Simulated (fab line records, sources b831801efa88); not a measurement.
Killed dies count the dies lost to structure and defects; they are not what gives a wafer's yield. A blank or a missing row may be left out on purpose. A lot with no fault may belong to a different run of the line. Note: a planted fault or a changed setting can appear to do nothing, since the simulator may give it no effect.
Matching of chambers    flow sky130    3 sister chambers for SKY_VIA4_HDPCVD_00 on hdpcvd-01
The step deposits SiO2, target thk 1750 nm, time 291.7 s. 6 wafers are shown with their chamber, then 7 later ones without.

## EACH WAFER AND ITS CHAMBER
wafer   chamber  sih4_flow_sccm (sccm)
L837.2  0        60.28
L837.5  2        60.18
L838.2  0        60.24
L838.4  1        59.90
L839.2  1        59.88
L839.3  2        60.09

## WAFERS WITHOUT THEIR CHAMBER
wafer   sih4_flow_sccm (sccm)
L839.6  59.89
L840.3  60.03
L840.4  59.77
L840.5  60.21
L842.4  59.90
L842.5  59.90
L842.6  59.93

## THE CHAMBER EACH PASSED THROUGH
wafer    from the rows above       in truth
L839.6   1                         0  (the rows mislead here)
L840.3   can't be placed: 2 or 1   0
L840.4   1                         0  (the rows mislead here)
L840.5   can't be placed: 0 or 2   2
L842.4   1                         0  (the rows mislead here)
L842.5   1                         1
L842.6   1                         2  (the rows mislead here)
Placed correctly: 1 of 7. Cannot be placed on the basis of these rows: 2; the candidates contain the true chamber in 1. Number placed wrongly: 4.
How it was worked out, from the rows above alone: a wafer's distance from a chamber is the root of the sum, over the readings, of the square of ((its reading less the chamber's mean) divided by the reading's scatter). The wafer belongs to the nearest chamber; if the next one is less than 2 further off, it can't be placed. A chamber's mean is the mean of its shown wafers. The scatter: take each reading less its chamber's mean, square it, sum over the shown wafers, divide by the number of wafers less the number of chambers, and take the root.
